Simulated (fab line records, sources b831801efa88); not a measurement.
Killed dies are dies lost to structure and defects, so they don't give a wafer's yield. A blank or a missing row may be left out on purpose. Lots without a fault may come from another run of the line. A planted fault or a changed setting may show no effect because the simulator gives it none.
fab line records | flow sky130
record lots=6 wafers=18 last_day=49
route steps=708 shown SD_P@326 RES_XHIGH@332 SD_N@342
lots that met no fault: from a run of the same line without faults
start_h: hours from the record's first day to the start of the lot's first wafer shown | wait_h: hours since the lot's step before | " the same as in the row above | L1.1+2: a row that stands for several wafers | - no value, or no start given | * or withheld: withheld | < > ~ a bound
route shown NAME@n: a module of which the file shows steps, and the number in the route of the first | usual: mean/standard deviation of fault-free wafers | same: alike in all rows | chamber/n: place in a boat | sites: the reading at each site | _std_site: their standard deviation | _edge_site: outer sites' mean less inner sites' | radius_mm: how far each site lies from the wafer's centre | mask NAME#n: copy n | behind: the tool/chamber that last shaped the wafer | hold: why the lot was held/for how many hours/how that ended | device: the transistor (n, p or np) that didn't switch | end of line: the same wafers' tests at the end of the route | a step without rows: its recipe alone | killed: dies lost to structure and defects at the first sort, not the wafer's yield | map: a wafer's dies, x killed, . not, _ none there
set.NAME: the setting as run; set.NAME@STEP: as run at that earlier step | model.NAME: the simulator's own value behind a step, which no gauge read
lots at some steps of the route; a table a step, a row a wafer
services: from which hour (start_h, from the record's first day; less than 0 if before it) a tool's chamber was out of use, for how many hours, and why
## steps
# step SKY_SD_P_DEVELOP_06
# recipe resist=NOVOLAK developer=TMAH develop_time_s=60 dev_temp_c=23
# step SKY_SD_P_CD_MEAS_07
# recipe target_cd_nm=380
# usual cd_nm=379.6/2.1
# columns lot.wafer tool chamber start_h wait_h cd_nm
L595.1 cd_sem-01 - 603.83 0.1 380.8
L595.2 " - " " 382.1
L595.5 " - " " 381.9
L596.2 cd_sem-01 - 608.59 0.1 379.9
L596.3 " - " " 375.5
L596.4 " - " " 377.7
L601.2 cd_sem-01 - 654.47 0.1 379.5
L601.4 " - " " 379.8
L601.5 " - " " 381.3
L602.3 cd_sem-01 - 666.14 0.1 381.2
L602.4 " - " " 379.4
L602.5 " - " " 380.0
L612.4 cd_sem-02 - 752.76 0.1 382.1
L612.5 " - " " 379.8
L612.6 " - " " 384.9
L613.1 cd_sem-01 - 756.90 0.1 375.6
L613.3 " - " " 376.7
L613.5 " - " " 378.8
# step SKY_SD_P_OVL_MEAS_08
# usual SD_P_OVL=1.2/1.5
# columns lot.wafer tool chamber start_h wait_h SD_P_OVL[nm]
L595.1 overlay-01 - 603.95 0.1 2.0
L595.2 " - " " 2.9
L595.5 " - " " 1.1
L596.2 overlay-01 - 608.70 0.1 3.6
L596.3 " - " " 4.8
L596.4 " - " " 4.7
L601.2 overlay-02 - 654.58 0.1 -1.1
L601.4 " - " " -1.5
L601.5 " - " " -0.6
L602.3 overlay-01 - 666.23 0.1 2.5
L602.4 " - " " 2.0
L602.5 " - " " 0.9
L612.4 overlay-02 - 752.84 0.1 -1.3
L612.5 " - " " -0.3
L612.6 " - " " -1.0
L613.1 overlay-02 - 757.02 0.1 -0.1
L613.3 " - " " 0.1
L613.5 " - " " 0.2
# step SKY_SD_P_IMPLANT_09
# recipe species=BF2 energy_kev=20 dose_cm2=3e+15 tilt_deg=0
# step SKY_SD_P_STRIP_10
# recipe chemistry=O2/N2 power_w=1400 pressure_mtorr=1500 platen_temp_c=withheld o2_flow_sccm=3000 n2_flow_sccm=300 overash_fraction=0.5
# usual drypump_motor_current_A=5.6/0.44 oes_product_au=0.617/0.0046 strip_time_to_endpoint_s=17.48/0.043
# columns lot.wafer tool chamber start_h wait_h drypump_motor_current_A oes_product_au rf_hours_counter_h strip_time_to_endpoint_s
L595.1 plasma_asher-04 0 604.14 0.1 6.0 0.621 90 17.53
L595.2 " 1 " " 5.6 0.619 90 17.49
L595.5 " 0 " " 5.9 0.622 - 17.50
L596.2 plasma_asher-04 1 608.88 0.1 5.5 0.620 91 17.49
L596.3 " 1 " " 5.5 0.616 - 17.54
L596.4 " 0 " " 5.9 0.615 - 17.50
L601.2 plasma_asher-02 1 654.76 0.1 4.9 0.613 47 17.48
L601.4 " 1 " " 4.9 0.614 - 17.45
L601.5 " 1 " " 4.9 0.622 - 17.51
L602.3 plasma_asher-04 0 666.45 0.1 6.0 0.611 - 17.54
L602.4 " 1 " " 5.6 0.615 - 17.57
L602.5 " 0 " " 5.9 0.612 - 17.56
L612.4 plasma_asher-04 0 753.04 0.1 5.9 0.624 - 17.53
L612.5 " 1 " " 5.6 0.619 - 17.55
L612.6 " 0 " " 5.9 0.616 - 17.52
L613.1 plasma_asher-01 0 757.21 0.1 6.4 0.614 88 17.53
L613.3 " 0 " " 6.5 0.610 - 17.46
L613.5 " 1 " " 6.3 0.614 - 17.50
# step SKY_SD_P_TW_MEAS_11
# usual SD_P_TW=2850/21
# columns lot.wafer tool chamber start_h wait_h SD_P_TW
L595.1 film_metro-04 - 604.24 0.1 2852
L595.2 " - " " 2871
L595.5 " - " " 2860
L596.2 film_metro-01 - 608.99 0.1 2847
L596.3 " - " " 2848
L596.4 " - " " 2851
L601.2 film_metro-01 - 654.87 0.1 2870
L601.4 " - " " 2862
L601.5 " - " " 2869
L602.3 film_metro-01 - 666.54 0.1 2862
L602.4 " - " " 2856
L602.5 " - " " 2863
L612.4 film_metro-02 - 753.14 0.1 2805
L612.5 " - " " 2817
L612.6 " - " " 2819
L613.1 film_metro-04 - 757.31 0.1 2883
L613.3 " - " " 2864
L613.5 " - " " 2875
# step SKY_RES_XHIGH_DEHYDRATE_00
# recipe temp_c=200 time_s=60
# step SKY_RES_XHIGH_HMDS_01
# recipe prime_time_s=60 prime_temp_c=120
# step SKY_RES_XHIGH_COAT_02
# recipe resist=NOVOLAK spin_rpm=3000 resist_thk_nm=1140
# step SKY_RES_XHIGH_SOFTBAKE_03
# recipe temp_c=90 time_s=60 resist=NOVOLAK
# step SKY_RES_XHIGH_EXPOSE_04
# recipe mask_id=URPM na=0.6 source_shape=conventional sigma_outer=0.6 polarization=unpolarized target_cd_nm=1270 dose_mj=140
# step SKY_RES_XHIGH_PEB_05
# recipe temp_c=withheld time_s=* resist=NOVOLAK
# step SKY_RES_XHIGH_DEVELOP_06
# recipe resist=NOVOLAK developer=TMAH develop_time_s=60 dev_temp_c=23
# usual chill_plate_temp_C=22.99/0.11 develop_time_s=60/0 resist_line_temp_C=23.01/0.099
# columns lot.wafer tool chamber start_h wait_h chill_plate_temp_C develop_time_s resist_line_temp_C
L595.1 litho_track-04 0 632.40 0.1 22.84 60 23.12
L595.2 " 0 " " 22.94 60 23.12
L595.5 " 0 " " 22.83 60 22.91
L596.2 litho_track-02 0 637.46 0.1 23.09 60 23.13
L596.3 " 0 " " 22.97 60 23.23
L596.4 " 0 " " 23.02 60 22.92
L601.2 litho_track-03 - 682.41 0.1 - - -
L601.4 " - " " - - -
L601.5 " - " " - - -
L602.3 litho_track-04 - 694.60 0.1 - - -
L602.4 " - " " - - -
L602.5 " - " " - - -
L612.4 litho_track-03 0 779.21 0.1 23.12 60 23.14
L612.5 " 0 " " 23.25 60 23.04
L612.6 " 0 " " 23.03 60 22.90
L613.1 litho_track-04 0 783.30 0.1 23.08 60 22.86
L613.3 " 0 " " 23.03 60 23.06
L613.5 " 0 " " 23.03 60 23.03
# step SKY_RES_XHIGH_IMPLANT_07
# recipe species=BF2 energy_kev=20 dose_cm2=3.6e+14 tilt_deg=0
# step SKY_RES_XHIGH_STRIP_08
# recipe chemistry=O2/N2 power_w=1400 pressure_mtorr=1500 platen_temp_c=withheld o2_flow_sccm=3000 n2_flow_sccm=300 overash_fraction=0.5
# usual drypump_motor_current_A=6.08/0.26 oes_product_au=0.711/0.0047 strip_time_to_endpoint_s=14.26/0.036
# columns lot.wafer tool chamber start_h wait_h drypump_motor_current_A oes_product_au rf_hours_counter_h strip_time_to_endpoint_s
L595.1 plasma_asher-01 1 632.70 0.1 6.28 0.705 84 14.20
L595.2 " 0 " " 6.41 0.713 84 14.18
L595.5 " 0 " " 6.44 0.713 - 14.24
L596.2 plasma_asher-01 0 637.73 0.1 6.44 0.712 85 14.26
L596.3 " 0 " " 6.44 0.711 - 14.24
L596.4 " 1 " " 6.27 0.704 - 14.31
L601.2 plasma_asher-03 0 682.68 0.1 5.90 0.709 28 14.28
L601.4 " 0 " " 5.90 0.708 - 14.31
L601.5 " 1 " " 6.15 0.708 - 14.26
L602.3 plasma_asher-03 0 694.89 0.1 5.91 0.708 - 14.30
L602.4 " 1 " " 6.17 0.708 - 14.33
L602.5 " 1 " " 6.18 0.714 - 14.34
L612.4 plasma_asher-01 1 779.47 0.1 6.25 0.707 - 14.26
L612.5 " 1 " " 6.30 0.720 - 14.23
L612.6 " 0 " " 6.44 0.707 - 14.27
L613.1 plasma_asher-01 0 783.60 0.1 6.41 0.714 90 14.23
L613.3 " 0 " " 6.41 0.720 - 14.19
L613.5 " 0 " " 6.42 0.714 - 14.22
# step SKY_RES_XHIGH_TW_MEAS_09
# usual RES_XHIGH_TW=1656/12
# columns lot.wafer tool chamber start_h wait_h RES_XHIGH_TW
L595.1 film_metro-04 - 632.80 0.1 1664
L595.2 " - " " 1666
L595.5 " - " " 1661
L596.2 film_metro-01 - 637.84 0.1 1657
L596.3 " - " " 1657
L596.4 " - " " 1658
L601.2 film_metro-04 - 682.79 0.1 31
L601.4 " - " " 30
L601.5 " - " " 31
L602.3 film_metro-01 - 694.97 0.1 30
L602.4 " - " " 30
L602.5 " - " " 30
L612.4 film_metro-01 - 779.56 0.1 1656
L612.5 " - " " 1656
L612.6 " - " " 1652
L613.1 film_metro-02 - 783.70 0.1 1633
L613.3 " - " " 1630
L613.5 " - " " 1634
# step SKY_SD_N_DEHYDRATE_00
# recipe temp_c=200 time_s=60
## services
# columns tool chamber start_h hours kind
plasma_asher-02 - 591.96 42.4 repair
plasma_asher-03 - 624.55 2.8 pm
plasma_asher-02 - 625.00 0.5 repair
plasma_asher-02 - 634.38 14.6 pm
plasma_asher-01 - 661.37 94.9 repair
plasma_asher-01 - 661.64 0.7 repair
plasma_asher-04 - 733.20 3.1 repair
plasma_asher-04 - 736.28 9.0 pm
plasma_asher-04 0 736.28 9.0 vent_cycle
plasma_asher-04 1 736.28 9.0 vent_cycle
plasma_asher-04 0 745.28 - clean
plasma_asher-04 1 745.28 - clean
plasma_asher-04 - 756.41 2.4 repair
plasma_asher-03 - 783.51 4.3 pm
## key
first_sign step=SKY_RES_XHIGH_DEVELOP_06 reading=tool_record direction=missing
effect step=SKY_RES_XHIGH_TW_MEAS_09 reading=RES_XHIGH_TW direction=down sigmas=99+ usual=1656 struck=30
met_at SKY_RES_XHIGH_DEVELOP_06
struck_wafers L601.2,L601.4,L601.5,L602.3,L602.4,L602.5
sort_left_out L601.2,L601.4,L601.5,L602.3,L602.4,L602.5
tester_left_out L601,L602
onset_between 632.40 682.41
fault kind=skipped_step_whole tool=litho_track-03,litho_track-04 chamber=- onset_h=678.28 steps=SKY_RES_XHIGH_DEVELOP_06 scope=struck_lots_only
# tester_left_out: of these lots the tester's yield and bins aren't shown, on N5 and GAA mostly nor the transistor test; their killed dies are dies lost to structure and defects alone, not to doping, threshold or leakage, so they don't give the yield
# sort_left_out: the simulated sort isn't trusted on such a fault, so these wafers' sort isn't shown, and their yield isn't known
